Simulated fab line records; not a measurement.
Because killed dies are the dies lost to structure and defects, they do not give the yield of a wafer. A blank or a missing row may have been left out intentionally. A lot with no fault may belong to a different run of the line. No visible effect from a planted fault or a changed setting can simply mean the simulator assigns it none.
What tool caused it?	flow gf180mcu	24 lots, 72 wafers sampled, at 6 steps of a route of 602

## WHAT THE GAUGES READ, wafer by wafer
GF_M2_OVL_MEAS_15. Usual: M2_OVL typically reads 4 nm, with standard deviation 6.1.
lot	measured	on	M2_OVL (nm)	flag
L074	day 19 07:17	overlay-02	5 -6 8	
L075	day 20 04:59	overlay-01	4 -2 0	
L076	day 20 05:55	overlay-02	4 -3 5	
L077	day 20 10:29	overlay-01	6 2 2	
L078	day 21 03:37	overlay-01	2 9 2	
L079	day 21 15:01	overlay-02	4 -10 10	
L081	day 22 02:26	overlay-01	11 8 9	
L080	day 22 02:47	overlay-01	6 8 7	
L082	day 22 10:35	overlay-01	-3 -9 -1	
L083	day 22 19:14	overlay-01	9 11 8	
L084	day 23 02:08	overlay-01	14 2 11	
L085	day 23 07:15	overlay-02	5 5 10	
L086	day 23 15:14	overlay-01	11 15 9	
L087	day 23 21:24	overlay-01	-4 -5 0	
L088	day 24 09:39	overlay-01	-2 4 -2	
L089	day 24 13:32	overlay-01	9 0 8	
L090	day 24 23:05	overlay-02	-2 2 7	
L091	day 25 08:32	overlay-02	-15 -10 7	
L092	day 25 11:48	overlay-01	-1 -1 6	
L093	day 25 16:49	overlay-02	2 6 5	
L094	day 26 02:35	overlay-02	6 10 4	
L095	day 26 12:40	overlay-01	6 7 0	
L096	day 26 14:38	overlay-02	16 4 -1	
L097	day 26 19:02	overlay-02	12 11 2	

GF_V2_THK_MEAS_03. Usual: V2_CVD_02_THK typically reads 853 nm, with standard deviation 11.
lot	measured	on	V2_CVD_02_THK (nm)	flag
L074	day 19 08:26	film-metro-01	859 882 867	
L075	day 20 06:00	film-metro-01	858 854 848	
L076	day 20 06:50	film-metro-04	866 845 876	
L077	day 20 11:24	film-metro-02	822 838 845	
L078	day 21 04:40	film-metro-04	855 836 853	
L079	day 21 15:56	film-metro-02	842 854 844	
L081	day 22 03:22	film-metro-04	842 842 855	
L080	day 22 03:41	film-metro-04	841 838 873	
L082	day 22 11:35	film-metro-02	858 851 872	
L083	day 22 20:08	film-metro-02	840 835 855	
L084	day 23 03:01	film-metro-01	821 841 835	
L085	day 23 08:14	film-metro-04	851 870 867	
L086	day 23 16:19	film-metro-02	844 850 868	
L087	day 23 22:44	film-metro-04	841 852 861	
L088	day 24 11:01	film-metro-02	846 866 864	
L089	day 24 14:52	film-metro-02	841 842 861	
L090	day 25 00:01	film-metro-01	846 849 860	
L091	day 25 09:31	film-metro-04	844 840 866	
L092	day 25 12:41	film-metro-04	853 856 847	
L093	day 25 17:42	film-metro-02	838 865 844	
L094	day 26 03:28	film-metro-01	840 854 860	
L095	day 26 13:34	film-metro-01	862 858 873	
L096	day 26 15:33	film-metro-04	841 846 864	
L097	day 26 20:02	film-metro-02	835 857 856	

GF_V3_BOW_MEAS_05. Usual: V3_BOW typically reads 116 um, with standard deviation 8.8.
lot	measured	on	V3_BOW (um)	flag
L074	day 21 12:39	film-metro-01	128 127 124	
L075	day 22 08:34	film-metro-01	111 133 119	
L076	day 22 10:31	film-metro-03	134 126 125	
L077	day 22 15:04	film-metro-03	105 106 113	
L078	day 23 06:59	film-metro-03	104 117 114	
L079	day 23 17:30	film-metro-04	127 109 126	
L081	day 24 03:31	film-metro-03	102 109 106	
L080	day 24 04:55	film-metro-01	119 119 110	
L082	day 24 12:31	film-metro-03	116 109 128	
L083	day 24 20:03	film-metro-03	99 115 107	
L084	day 25 01:37	film-metro-04	116 126 108	
L085	day 25 07:33	film-metro-03	117 119 133	
L086	day 25 14:52	film-metro-04	112 104 116	
L087	day 25 20:55	film-metro-01	118 136 119	
L088	day 26 08:52	film-metro-03	111 127 122	
L089	day 26 12:34	film-metro-01	127 121 123	
L090	day 26 21:53	film-metro-03	124 126 108	
L091	day 27 06:05	film-metro-04	108 108 101	
L092	day 27 09:18	film-metro-03	115 105 103	
L093	day 27 14:34	film-metro-01	119 100 112	
L094	day 27 23:07	film-metro-01	112 124 111	
L095	day 28 08:14	film-metro-01	123 124 117	
L096	day 28 10:42	film-metro-03	113 112 109	
L097	day 28 15:22	film-metro-01	133 131 122	

## EACH LOT AND THE TOOL THAT RAN IT (in order: tool; ch and the chambers of the sampled wafers; start)
lot	GF_PSD_STRIP_10	GF_V2_CMP_26	GF_M3_SPUTTER_00
L074	plasma-asher-01 ch 0,1, day 14 06:52	cmp-01 ch 0,1,2, day 20 10:35	pvd-sputter-01, day 20 10:47
L075	plasma-asher-01 ch 0,1, day 15 02:46	cmp-02 ch 0,3, day 21 07:35	pvd-sputter-02, day 21 07:50
L076	plasma-asher-03 ch 0,1, day 15 03:43	cmp-02 ch 0,2,3, day 21 08:46	pvd-sputter-01, day 21 08:58
L077	plasma-asher-03 ch 0,1, day 15 08:08	cmp-01 ch 0,1,3, day 21 13:44	pvd-sputter-02, day 21 14:02
L078	plasma-asher-01 ch 0,1, day 15 22:56	cmp-02 ch 0,2,3, day 22 05:41	pvd-sputter-01, day 22 05:59
L079	plasma-asher-01 ch 0,1, day 16 10:53	cmp-01 ch 0,1,3, day 22 16:44	pvd-sputter-03, day 22 17:02
L081	plasma-asher-02 ch 0,1, day 16 21:05	cmp-01 ch 0,1,3, day 23 03:43	pvd-sputter-01, day 23 03:58
L080	plasma-asher-01 ch 0,1, day 16 21:32	cmp-02 ch 1,2,3, day 23 04:44	pvd-sputter-02, day 23 04:59
L082	plasma-asher-02 ch 0,1, day 17 05:28	cmp-02 ch 1,2,3, day 23 12:32	pvd-sputter-02, day 23 12:50
L083	plasma-asher-02 ch 0, day 17 14:26	cmp-02 ch 0,2,3, day 23 20:23	pvd-sputter-01, day 23 20:38
L084	plasma-asher-03 ch 0,1, day 17 20:29	cmp-01 ch 0,1,3, day 24 02:43	pvd-sputter-02, day 24 03:01
L085	plasma-asher-01 ch 0,1, day 18 03:22	cmp-02 ch 2,3, day 24 07:58	pvd-sputter-02, day 24 08:16
L086	plasma-asher-01 ch 0,1, day 18 09:56	cmp-01 ch 1,2,3, day 24 15:53	pvd-sputter-03, day 24 16:08
L087	plasma-asher-02 ch 0,1, day 18 18:01	cmp-01 ch 1,2,3, day 24 21:56	pvd-sputter-01, day 24 22:11
L088	plasma-asher-01 ch 0,1, day 19 06:47	cmp-02 ch 0,1,3, day 25 09:55	pvd-sputter-02, day 25 10:07
L089	plasma-asher-02 ch 0,1, day 19 10:56	cmp-02 ch 1,2,3, day 25 13:50	pvd-sputter-01, day 25 14:08
L090	plasma-asher-02 ch 0,1, day 19 21:11	cmp-01 ch 0,1,2, day 25 23:08	pvd-sputter-01, day 25 23:23
L091	plasma-asher-02 ch 0,1, day 20 07:46	cmp-02 ch 0,1, day 26 07:43	pvd-sputter-02, day 26 08:01
L092	plasma-asher-02 ch 0,1, day 20 10:40	cmp-02 ch 1,2, day 26 10:53	pvd-sputter-03, day 26 11:08
L093	plasma-asher-01 ch 0,1, day 20 17:31	cmp-02 ch 1,2,3, day 26 15:53	pvd-sputter-01, day 26 16:05
L094	plasma-asher-02 ch 0,1, day 21 04:41	cmp-01 ch 0,1,2, day 27 00:59	pvd-sputter-01, day 27 01:14
L095	plasma-asher-01 ch 0,1, day 21 15:43	cmp-01 ch 2,3, day 27 10:43	pvd-sputter-02, day 27 11:01
L096	plasma-asher-01 ch 0,1, day 21 18:43	cmp-02 ch 0,1,3, day 27 13:26	pvd-sputter-03, day 27 13:44
L097	plasma-asher-02 ch 0,1, day 22 00:26	cmp-01 ch 0,3, day 27 18:02	pvd-sputter-02, day 27 18:17
- GF_PSD_STRIP_10: strips in O2/N2.
- GF_V2_CMP_26: polishes, stops on SiO2, t overpolish 15 s, target thk 0 nm.
- GF_M3_SPUTTER_00: material Ti, target thk 37.5 nm, time 150 s.

## WHAT THE TOOLS THEMSELVES READ (means of the sampled wafers that have a number; where no wafer has one, the mark that the record gives instead)
GF_PSD_STRIP_10. Usual: drypump-motor-current-A 5.54 A, standard deviation 0.29; heater-power-w 347 W, standard deviation 34; oes-product-au 0.592 a.u., standard deviation 0.0047; strip-time-to-endpoint-s 16.53 s, standard deviation 0.031.
lot	tool	drypump-motor-current-A (A)	heater-power-w (W)	oes-product-au (a.u.)	strip-time-to-endpoint-s (s)	flag
L074	plasma-asher-01	5.28	372	0.592	16.54	
L075	plasma-asher-01	5.32	379	0.596	16.55	
L076	plasma-asher-03	5.58	274	0.591	16.57	
L077	plasma-asher-03	5.58	281	0.589	16.55	
L078	plasma-asher-01	5.31	374	0.592	16.51	
L079	plasma-asher-01	5.31	380	0.592	16.53	
L081	plasma-asher-02	5.79	342	0.592	16.50	
L080	plasma-asher-01	5.27	369	0.593	16.54	
L082	plasma-asher-02	5.77	340	0.594	16.53	
L083	plasma-asher-02	5.81	354	0.592	16.54	
L084	plasma-asher-03	5.56	276	0.591	16.49	
L085	plasma-asher-01	5.28	374	0.587	16.54	
L086	plasma-asher-01	5.29	375	0.592	16.55	
L087	plasma-asher-02	5.75	331	0.588	16.58	
L088	plasma-asher-01	5.26	367	0.594	16.55	
L089	plasma-asher-02	5.75	331	0.594	16.55	
L090	plasma-asher-02	5.75	328	0.589	16.55	
L091	plasma-asher-02	5.77	343	0.589	16.50	
L092	plasma-asher-02	5.77	348	0.597	16.54	
L093	plasma-asher-01	5.28	369	0.592	16.50	
L094	plasma-asher-02	5.77	343	0.592	16.57	
L095	plasma-asher-01	5.32	380	0.598	16.51	
L096	plasma-asher-01	5.31	375	0.596	16.52	
L097	plasma-asher-02	5.77	337	0.592	16.50	

GF_V2_CMP_26. Usual: head-pressure-psi 3.501 psi, standard deviation 0.0075; motor-current-A 11.0 A, standard deviation 1.2; overpolish-run-s 15.001 s, standard deviation 0.01; time-to-endpoint-s 85 s, standard deviation 3.1.
lot	tool	head-pressure-psi (psi)	motor-current-A (A)	overpolish-run-s (s)	time-to-endpoint-s (s)	flag
L074	cmp-01	3.501	10.4	14.991	83	
L075	cmp-02	3.498	12.4	15.002	81	
L076	cmp-02	3.504	11.8	14.997	83	
L077	cmp-01	3.510	9.6	15.004	83	
L078	cmp-02	3.502	12.0	15.005	82	
L079	cmp-01	3.500	9.8	15.002	90	
L081	cmp-01	3.500	9.7	14.991	85	
L080	cmp-02	3.499	12.1	14.996	85	
L082	cmp-02	3.505	11.8	15.012	85	
L083	cmp-02	3.506	11.8	15.000	84	
L084	cmp-01	3.504	9.5	15.011	85	
L085	cmp-02	3.502	12.3	14.995	87	
L086	cmp-01	3.494	10.2	15.007	84	
L087	cmp-01	3.504	10.5	15.006	82	
L088	cmp-02	3.500	11.3	15.008	84	
L089	cmp-02	3.502	11.7	14.992	82	
L090	cmp-01	3.499	10.5	15.001	84	
L091	cmp-02	3.505	10.6	15.009	86	
L092	cmp-02	3.502	11.2	14.992	86	
L093	cmp-02	3.495	11.4	15.000	87	
L094	cmp-01	3.509	10.7	14.998	82	
L095	cmp-01	3.501	11.3	15.007	83	
L096	cmp-02	3.499	11.6	15.000	85	
L097	cmp-01	3.493	10.0	15.019	90	

GF_M3_SPUTTER_00. Usual: throttle-valve-pct 29.9 %, standard deviation 0.89.
lot	tool	throttle-valve-pct (%)	flag
L074	pvd-sputter-01	29.5	
L075	pvd-sputter-02	29.0	
L076	pvd-sputter-01	29.5	
L077	pvd-sputter-02	29.4	
L078	pvd-sputter-01	29.8	
L079	pvd-sputter-03	29.6	
L081	pvd-sputter-01	29.8	
L080	pvd-sputter-02	29.7	
L082	pvd-sputter-02	29.5	
L083	pvd-sputter-01	29.6	
L084	pvd-sputter-02	30.0	
L085	pvd-sputter-02	29.9	
L086	pvd-sputter-03	29.2	
L087	pvd-sputter-01	30.7	
L088	pvd-sputter-02	29.4	
L089	pvd-sputter-01	30.6	
L090	pvd-sputter-01	30.6	
L091	pvd-sputter-02	29.4	
L092	pvd-sputter-03	28.8	
L093	pvd-sputter-01	30.5	
L094	pvd-sputter-01	30.6	
L095	pvd-sputter-02	30.1	
L096	pvd-sputter-03	29.1	
L097	pvd-sputter-02	29.8	

## THE ANSWER, worked out from the rows above alone
Rule: take the mean of a lot's wafers that have a number; if it is more than 3 standard deviations from the usual mean, the lot is off. Also off: a lot with no number at a reading for which 4 or more lots have one. Where the step has rows for the other lots, those lots are counted as sound. After the gauges, taken in route order, come the tools' own readings; for these a lot's mean is taken, as printed above. The first step at which some lot is off is used, and at that step the reading that is off furthest; a lot without a number counts as furthest.
No lot is off at any reading shown: from this, nothing can be told.

## WHAT HAD BEEN PUT IN BY THE SIMULATOR
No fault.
